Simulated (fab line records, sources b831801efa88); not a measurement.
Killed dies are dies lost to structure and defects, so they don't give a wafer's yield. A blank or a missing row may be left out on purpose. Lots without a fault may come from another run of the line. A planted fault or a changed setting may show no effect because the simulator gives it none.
Chamber matching | flow gf180mcu | GF_V5_CMP_26 on cmp-02: 4 sister chambers
The step polishes, stops on SiO2, t overpolish 15 s, target thk 0 nm. 14 wafers are shown with their chamber, then 6 later ones without.

WAFERS WITH THEIR CHAMBER
wafer  | chamber | motor_current_A (A) | slurry_filter_dp_kPa (kPa) | time_to_endpoint_s (s)
L131.1 | 1       | 10.2                | 13.64                      | 81
L131.2 | 2       | 11.2                | 13.25                      | 85
L131.6 | 0       | 9.6                 | 13.71                      | 84
L136.2 | 0       | 10.2                | 13.34                      | 81
L136.3 | 1       | 10.3                | 13.76                      | 81
L136.6 | 0       | 9.0                 | 13.22                      | 82
L138.3 | 0       | 10.2                | 13.24                      | 84
L138.4 | 3       | 9.2                 | 13.61                      | 83
L138.6 | 0       | 9.6                 | 13.30                      | 85
L144.2 | 3       | 9.0                 | 13.47                      | 83
L144.6 | 3       | 8.9                 | 13.69                      | 83
L152.2 | 3       | 9.5                 | 13.40                      | 86
L152.4 | 0       | 9.7                 | 13.25                      | 88
L152.6 | 0       | 9.6                 | 13.46                      | 91

SIGNATURES (means of the wafers above)
reading              | chamber 0 | chamber 1 | chamber 2 | chamber 3 | scatter within a chamber
motor_current_A      | 9.700     | 10.250    | 11.200    | 9.150     | 0.351
slurry_filter_dp_kPa | 13.3600   | 13.7000   | 13.2500   | 13.5425   | 0.155
time_to_endpoint_s   | 85.00     | 81.00     | 85.00     | 83.75     | 2.81
Rule: a wafer's distance from a chamber is the root of the sum, over the readings, of the square of ((its reading less the chamber's mean) divided by the reading's scatter). The wafer belongs to the nearest chamber; if the next one is less than 2 further off, it can't be placed. The scatter: the root of (the sum of the squares of (reading less its chamber's mean) over the shown wafers, divided by (wafers less chambers)).

WAFERS WITHOUT THEIR CHAMBER
wafer  | motor_current_A (A) | slurry_filter_dp_kPa (kPa) | time_to_endpoint_s (s)
L153.2 | 9.5                 | 13.60                      | 91
L153.3 | 9.7                 | 13.54                      | 83
L153.5 | 9.4                 | 13.72                      | 87
L154.1 | 9.9                 | 13.21                      | 84
L154.3 | 9.5                 | 13.42                      | 85
L154.5 | 10.6                | 13.43                      | 86

WHICH CHAMBER EACH WENT THROUGH
wafer  | from the rows above          | in truth
L153.2 | can't be placed: 0 or 3 or 1 | 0
L153.3 | can't be placed: 0 or 3 or 1 | 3
L153.5 | can't be placed: 3 or 0 or 1 | 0
L154.1 | can't be placed: 0 or 3      | 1
L154.3 | can't be placed: 0 or 3      | 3
L154.5 | can't be placed: 2 or 0 or 1 | 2
Placed correctly: 0 of 6. Can't be placed from these rows: 6 (the true chamber is among the candidates in 5). Placed wrongly: 0.
